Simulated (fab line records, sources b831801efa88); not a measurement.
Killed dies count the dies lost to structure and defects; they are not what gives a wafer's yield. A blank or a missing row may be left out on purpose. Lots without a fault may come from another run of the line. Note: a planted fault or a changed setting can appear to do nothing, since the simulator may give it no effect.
fab line records ; flow gf180mcu
record lots=13; wafers=39; lastDay=34
route steps=602 shown V2@385 M3@413
lots that met no fault: taken from a fault-free run of the same line
startH: start of the lot's first displayed wafer, in hours after the record's first day ; waitH: hours elapsed since this lot's preceding step ; " the same as in the row above ; L1.1+2: a single row standing in for several wafers ; - no value, or no start given ; * or withheld: withheld ; < > ~ a bound
route shown NAME@n: a module of which the file shows steps, and the number in the route of the first ; usual: mean/standard deviation of fault-free wafers ; same: alike in all rows ; chamber/n: place in a boat ; sites: readings site by site ; _std_site: their standard deviation ; _edge_site: the outer-site mean with the inner-site mean subtracted ; radiusMm: how far each site lies from the wafer's centre ; mask NAME#n: copy n ; behind: the tool/chamber that last shaped the wafer ; hold: the reason the lot was held/the length of the hold in hours/how it ended ; device: the n, p or np transistor that did not switch ; end of line: tests of these same wafers at the route's end ; step lacking rows: just its recipe ; killed: count of dies lost to structure and defects at first sort (not the wafer's yield) ; map: the dies of a wafer, with x for killed, . for not killed, _ for no die there
set.NAME: the run value of the setting; set.NAME@STEP: its run value at that earlier step ; model.NAME: the simulator's own value behind a step, which no gauge read
route steps across a sampled set of lots; one table per step, one row per wafer
services: from which hour (startH, from the record's first day; less than 0 if before it) a tool's chamber was out of use, for how many hours, and why
## steps
# step GF_V2_THK_MEAS_03
# recipe reads=SiO2_of_V2_CVD_02
# usual V2_CVD_02_THK=852/11
lot.wafer;tool;chamber;startH;waitH;V2_CVD_02_THK[nm]
L954.2;filmMetro-01;-;433.63;0.0;836
L954.3;filmMetro-01;-;433.63;0.0;836
L954.6;filmMetro-01;-;433.63;0.0;862
L956.2;filmMetro-01;-;459.05;0.0;848
L956.5;filmMetro-01;-;459.05;0.0;868
L956.6;filmMetro-01;-;459.05;0.0;860
L958.1;filmMetro-01;-;481.91;0.0;860
L958.4;filmMetro-01;-;481.91;0.0;863
L958.5;filmMetro-01;-;481.91;0.0;847
L959.3;filmMetro-01;-;497.35;0.1;841
L959.4;filmMetro-01;-;497.35;0.1;852
L959.6;filmMetro-01;-;497.35;0.1;884
L961.1;filmMetro-04;-;505.15;0.0;832
L961.2;filmMetro-04;-;505.15;0.0;840
L961.6;filmMetro-04;-;505.15;0.0;871
L962.1;filmMetro-04;-;514.36;0.0;845
L962.3;filmMetro-04;-;514.36;0.0;866
L962.5;filmMetro-04;-;514.36;0.0;847
L965.3;filmMetro-04;-;540.71;0.1;859
L965.4;filmMetro-04;-;540.71;0.1;871
L965.6;filmMetro-04;-;540.71;0.1;868
L969.3;filmMetro-01;-;566.81;0.1;858
L969.4;filmMetro-01;-;566.81;0.1;890
L969.5;filmMetro-01;-;566.81;0.1;856
L971.1;filmMetro-02;-;583.63;0.0;839
L971.3;filmMetro-02;-;583.63;0.0;835
L971.5;filmMetro-02;-;583.63;0.0;847
L972.3;filmMetro-04;-;594.39;0.1;833
L972.4;filmMetro-04;-;594.39;0.1;833
L972.5;filmMetro-04;-;594.39;0.1;856
L975.2;filmMetro-02;-;612.38;0.0;837
L975.3;filmMetro-02;-;612.38;0.0;850
L975.5;filmMetro-02;-;612.38;0.0;849
L976.3;filmMetro-01;-;618.56;0.1;854
L976.4;filmMetro-01;-;618.56;0.1;855
L976.5;filmMetro-01;-;618.56;0.1;855
L977.2;filmMetro-02;-;626.37;0.0;829
L977.3;filmMetro-02;-;626.37;0.0;830
L977.5;filmMetro-02;-;626.37;0.0;856
# step GF_M3_SPUTTER_04
# recipe material=TiN; targetThkNm=50; powerW=6500; timeS=41.7; chamberPressurePa=0.4
# usual chamberPressurePa=0.4001/0.00096; throttleValvePct=30.1/0.81
lot.wafer;tool;chamber;startH;waitH;chamberPressurePa;throttleValvePct
L954.2;pvdSputter-03;-;459.75;0.0;0.4015;29.7
L954.3;pvdSputter-03;-;459.75;0.0;0.3989;29.6
L954.6;pvdSputter-03;-;459.75;0.0;0.4009;29.8
L956.2;pvdSputter-02;-;485.26;0.0;0.4019;30.2
L956.5;pvdSputter-02;-;485.26;0.0;0.4013;30.2
L956.6;pvdSputter-02;-;485.26;0.0;0.4004;30.9
L958.1;pvdSputter-02;-;508.42;0.0;0.3995;30.5
L958.4;pvdSputter-02;-;508.42;0.0;0.3999;30.9
L958.5;pvdSputter-02;-;508.42;0.0;0.4000;31.1
L959.3;pvdSputter-03;-;523.16;0.0;0.4005;29.3
L959.4;pvdSputter-03;-;523.16;0.0;0.4001;30.8
L959.6;pvdSputter-03;-;523.16;0.0;0.4003;29.5
L961.1;pvdSputter-02;-;530.95;0.0;0.4006;30.2
L961.2;pvdSputter-02;-;530.95;0.0;0.4005;31.3
L961.6;pvdSputter-02;-;530.95;0.0;0.4005;30.2
L962.1;pvdSputter-03;-;539.90;0.0;0.4001;30.9
L962.3;pvdSputter-03;-;539.90;0.0;0.4005;30.7
L962.5;pvdSputter-03;-;539.90;0.0;0.3996;30.5
L965.3;pvdSputter-02;-;564.73;0.0;0.4011;31.3
L965.4;pvdSputter-02;-;564.73;0.0;0.3991;27.9
L965.6;pvdSputter-02;-;564.73;0.0;0.4009;31.0
L969.3;pvdSputter-04;-;590.70;0.0;0.4008;30.8
L969.4;pvdSputter-04;-;590.70;0.0;0.4012;29.5
L969.5;pvdSputter-04;-;590.70;0.0;0.3989;29.8
L971.1;pvdSputter-04;-;607.32;0.0;0.4627;27.5
L971.3;pvdSputter-04;-;607.32;0.0;0.4621;27.5
L971.5;pvdSputter-04;-;607.32;0.0;0.4627;27.7
L972.3;pvdSputter-04;-;617.60;0.0;0.4621;27.8
L972.4;pvdSputter-04;-;617.60;0.0;0.4612;27.5
L972.5;pvdSputter-04;-;617.60;0.0;0.4619;27.7
L975.2;pvdSputter-03;-;635.38;0.0;0.3999;29.4
L975.3;pvdSputter-03;-;635.38;0.0;0.3998;31.0
L975.5;pvdSputter-03;-;635.38;0.0;0.4007;30.2
L976.3;pvdSputter-03;-;642.08;0.0;0.3991;29.6
L976.4;pvdSputter-03;-;642.08;0.0;0.4010;30.7
L976.5;pvdSputter-03;-;642.08;0.0;0.3994;30.9
L977.2;pvdSputter-02;-;648.53;0.0;0.4012;31.0
L977.3;pvdSputter-02;-;648.53;0.0;0.4018;31.0
L977.5;pvdSputter-02;-;648.53;0.0;0.4003;31.4
# step GF_M3_CD_MEAS_14
# recipe targetCdNm=280
# usual cdNm=280.2/1.3
lot.wafer;tool;chamber;startH;waitH;cdNm
L954.2;cdSem-01;-;484.55;0.1;280.4
L954.3;cdSem-01;-;484.55;0.1;279.5
L954.6;cdSem-01;-;484.55;0.1;279.8
L956.2;cdSem-02;-;509.06;0.1;279.5
L956.5;cdSem-02;-;509.06;0.1;278.7
L956.6;cdSem-02;-;509.06;0.1;279.1
L958.1;cdSem-01;-;531.85;0.1;281.4
L958.4;cdSem-01;-;531.85;0.1;282.0
L958.5;cdSem-01;-;531.85;0.1;281.4
L959.3;cdSem-02;-;546.24;0.1;279.4
L959.4;cdSem-02;-;546.24;0.1;280.3
L959.6;cdSem-02;-;546.24;0.1;280.3
L961.1;cdSem-02;-;553.63;0.1;281.7
L961.2;cdSem-02;-;553.63;0.1;280.5
L961.6;cdSem-02;-;553.63;0.1;280.5
L962.1;cdSem-01;-;562.03;0.1;281.8
L962.3;cdSem-01;-;562.03;0.1;281.5
L962.5;cdSem-01;-;562.03;0.1;281.0
L965.3;cdSem-01;-;586.12;0.1;279.0
L965.4;cdSem-01;-;586.12;0.1;281.4
L965.6;cdSem-01;-;586.12;0.1;280.9
L969.3;cdSem-01;-;612.19;0.1;280.5
L969.4;cdSem-01;-;612.19;0.1;280.1
L969.5;cdSem-01;-;612.19;0.1;279.6
L971.1;cdSem-01;-;628.58;0.1;281.4
L971.3;cdSem-01;-;628.58;0.1;281.4
L971.5;cdSem-01;-;628.58;0.1;281.2
L972.3;cdSem-01;-;637.49;0.1;282.1
L972.4;cdSem-01;-;637.49;0.1;283.0
L972.5;cdSem-01;-;637.49;0.1;282.2
L975.2;cdSem-02;-;655.25;0.1;277.7
L975.3;cdSem-02;-;655.25;0.1;278.8
L975.5;cdSem-02;-;655.25;0.1;279.2
L976.3;cdSem-01;-;661.12;0.1;277.6
L976.4;cdSem-01;-;661.12;0.1;277.9
L976.5;cdSem-01;-;661.12;0.1;277.5
L977.2;cdSem-01;-;668.12;0.1;279.4
L977.3;cdSem-01;-;668.12;0.1;279.6
L977.5;cdSem-01;-;668.12;0.1;281.5
# step GF_M3_METAL_ETCH_16
# recipe chemistry=Cl2/BCl3; maskMaterial=KrF; targetDepthNm=750.8; stopOn=SiO2; pressureMtorr=8; icpW=800; biasW=140; Cl2_flow_sccm=80; bcl3FlowSccm=40; timeS=125.1
# usual chamberPressureMTorr=8.000/0.0086; drypumpMotorCurrentA=5.7/0.65; oesProductAu=0.988/0.0079; throttleValvePct=28.233/0.012
lot.wafer;tool;chamber;startH;waitH;chamberPressureMTorr;drypumpMotorCurrentA;oesProductAu;rfHoursCounterH;throttleValvePct
L954.2;rieMetal-02;1;484.69;0.0;8.001;5.1;0.998;10;28.226
L954.3;rieMetal-02;0;484.69;0.0;7.988;6.6;0.984;-;28.221
L954.6;rieMetal-02;0;484.69;0.0;7.998;6.7;0.990;-;28.231
L956.2;rieMetal-03;1;509.19;0.0;8.005;4.9;0.995;6;28.232
L956.5;rieMetal-03;0;509.19;0.0;8.008;6.2;0.986;-;28.241
L956.6;rieMetal-03;1;509.19;0.0;7.999;4.9;0.985;-;28.214
L958.1;rieMetal-03;0;532.01;0.0;8.022;6.1;0.987;12;28.221
L958.4;rieMetal-03;0;532.01;0.0;8.017;6.2;1.003;-;28.221
L958.5;rieMetal-03;0;532.01;0.0;7.997;6.1;0.999;-;28.228
L959.3;rieMetal-01;1;546.40;0.1;8.009;5.4;0.984;-;28.232
L959.4;rieMetal-01;0;546.40;0.1;8.003;5.7;0.988;-;28.233
L959.6;rieMetal-01;1;546.40;0.1;7.990;5.4;0.990;-;28.239
L961.1;rieMetal-02;0;553.79;0.0;7.998;6.6;0.973;14;28.233
L961.2;rieMetal-02;1;553.79;0.0;7.998;5.2;0.991;12;28.222
L961.6;rieMetal-02;0;553.79;0.0;8.004;6.6;0.990;-;28.232
L962.1;rieMetal-03;1;562.19;0.0;7.999;4.9;0.993;8;28.222
L962.3;rieMetal-03;1;562.19;0.0;7.999;4.8;0.997;-;28.217
L962.5;rieMetal-03;1;562.19;0.0;7.998;4.8;0.993;-;28.227
L965.3;rieMetal-01;0;586.28;0.1;8.011;5.7;0.983;-;28.242
L965.4;rieMetal-01;1;586.28;0.1;7.997;5.4;0.982;-;28.245
L965.6;rieMetal-01;1;586.28;0.1;8.009;5.4;0.984;-;28.241
L969.3;rieMetal-02;0;612.40;0.1;7.997;6.7;0.988;-;28.228
L969.4;rieMetal-02;0;612.40;0.1;7.995;6.6;0.988;-;28.245
L969.5;rieMetal-02;0;612.40;0.1;8.022;6.7;0.997;-;28.242
L971.1;rieMetal-01;0;628.74;0.0;7.991;5.7;0.990;2;28.235
L971.3;rieMetal-01;0;628.74;0.0;7.988;5.7;0.984;-;28.213
L971.5;rieMetal-01;1;628.74;0.0;7.998;5.4;0.977;-;28.234
L972.3;rieMetal-02;0;637.65;0.1;8.008;6.6;0.990;-;28.243
L972.4;rieMetal-02;1;637.65;0.1;8.004;5.1;1.000;-;28.223
L972.5;rieMetal-02;0;637.65;0.1;8.011;6.6;0.993;-;28.241
L975.2;rieMetal-02;0;655.39;0.0;7.986;6.6;0.993;3;28.240
L975.3;rieMetal-02;1;655.39;0.0;8.009;5.2;0.996;-;28.209
L975.5;rieMetal-02;1;655.39;0.0;7.998;5.2;0.996;-;28.211
L976.3;rieMetal-03;1;661.28;0.1;7.993;4.8;0.990;-;28.241
L976.4;rieMetal-03;0;661.28;0.1;7.988;6.2;0.983;-;28.229
L976.5;rieMetal-03;1;661.28;0.1;7.993;4.8;0.985;-;28.231
L977.2;rieMetal-02;0;668.26;0.0;7.999;6.6;0.982;3;28.233
L977.3;rieMetal-02;0;668.26;0.0;7.996;6.7;0.986;-;28.240
L977.5;rieMetal-02;1;668.26;0.0;8.008;5.2;0.995;-;28.229
## services
tool;chamber;startH;hours;kind
pvdSputter-02;-;452.88;8.6;repair
rieMetal-02;1;460.83;4.3;repair
rieMetal-03;-;489.45;14.6;pm
pvdSputter-02;-;511.99;2.3;repair
pvdSputter-03;-;527.28;3.6;repair
pvdSputter-04;-;538.64;5.5;repair
rieMetal-03;0;549.88;-;clean
rieMetal-03;0;549.88;16.3;scheduledDown
rieMetal-03;0;549.88;16.3;ventCycle
rieMetal-01;0;551.59;-;clean
rieMetal-01;0;551.59;14.1;scheduledDown
rieMetal-01;0;551.59;14.1;ventCycle
rieMetal-02;0;578.41;-;clean
rieMetal-02;0;578.41;19.1;scheduledDown
rieMetal-02;0;578.41;19.1;ventCycle
rieMetal-02;1;597.52;-;clean
rieMetal-02;1;597.52;18.6;scheduledDown
rieMetal-02;1;597.52;18.6;ventCycle
rieMetal-02;-;641.36;2.8;pm
rieMetal-03;1;645.29;3.8;repair
pvdSputter-04;-;663.55;1.1;repair
## key
firstSign step=GF_M3_SPUTTER_04; reading=chamberPressurePa; direction=up; sigmas=65; usual=0.4001; struck=0.4621
effect step=GF_M3_SPUTTER_04; reading=throttleValvePct; direction=down; sigmas=3; usual=30.1; struck=27.6
metAt GF_M3_SPUTTER_04
struckLots L971,L972
notActingAt GF_V2_THK_MEAS_03,GF_M3_CD_MEAS_14,GF_M3_METAL_ETCH_16
onsetBetween 590.70 607.32
fault kind=processParameterDrift; tool=pvdSputter-04; chamber=-; onsetH=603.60; steps=GF_M3_SPUTTER_04; channel=chamberPressurePa; offset=0.062388; shape=step; endH=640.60; actsIn=theseRecipesOnly; stated=0.4
